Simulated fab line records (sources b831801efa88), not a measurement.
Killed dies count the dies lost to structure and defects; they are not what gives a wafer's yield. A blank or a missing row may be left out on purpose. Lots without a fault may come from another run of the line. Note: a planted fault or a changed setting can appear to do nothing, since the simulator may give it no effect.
Matching of chambers ; flow sky130 ; 3 sister chambers for SKY_CAP2M_CVD_00 on pecvd-02
The step deposits SiO2, target thk 15.5 nm. 6 wafers are shown with their chamber, then 8 later ones without.

## WAFERS, EACH WITH ITS CHAMBER
wafer;chamber;heater_power_w (W)
L083.4;1;611
L087.6;1;654
L089.1;0;816
L089.2;2;778
L089.4;0;793
L096.4;2;842

## WAFERS WITH NO CHAMBER GIVEN
wafer;heater_power_w (W)
L096.5;660
L096.6;721
L095.2;539
L095.3;785
L095.5;753
L097.1;769
L097.4;656
L097.5;798

## CHAMBER TAKEN BY EACH
wafer;from the rows above;in truth
L096.5;1;1
L096.6;can't be placed: 0 or 1 or 2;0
L095.2;1;1
L095.3;can't be placed: 0 or 2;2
L095.5;can't be placed: 0 or 2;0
L097.1;can't be placed: 0 or 2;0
L097.4;1;1
L097.5;can't be placed: 0 or 2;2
Placed correctly: 3 of 8. Not placeable from these rows: 5 (in 5, the candidates include the true chamber). Wrongly placed: 0.
How it was worked out, from the rows above alone: a wafer's distance from a chamber is the root of the sum, over the readings, of the square of ((its reading less the chamber's mean) divided by the reading's scatter). The wafer belongs to the nearest chamber; if the next one is less than 2 further off, it can't be placed. For every chamber, the mean is computed from those of its wafers that are shown. How the scatter is found: for the shown wafers, subtract from each reading the mean of its chamber, square and add these, divide the total by (wafers less chambers), then take the root.
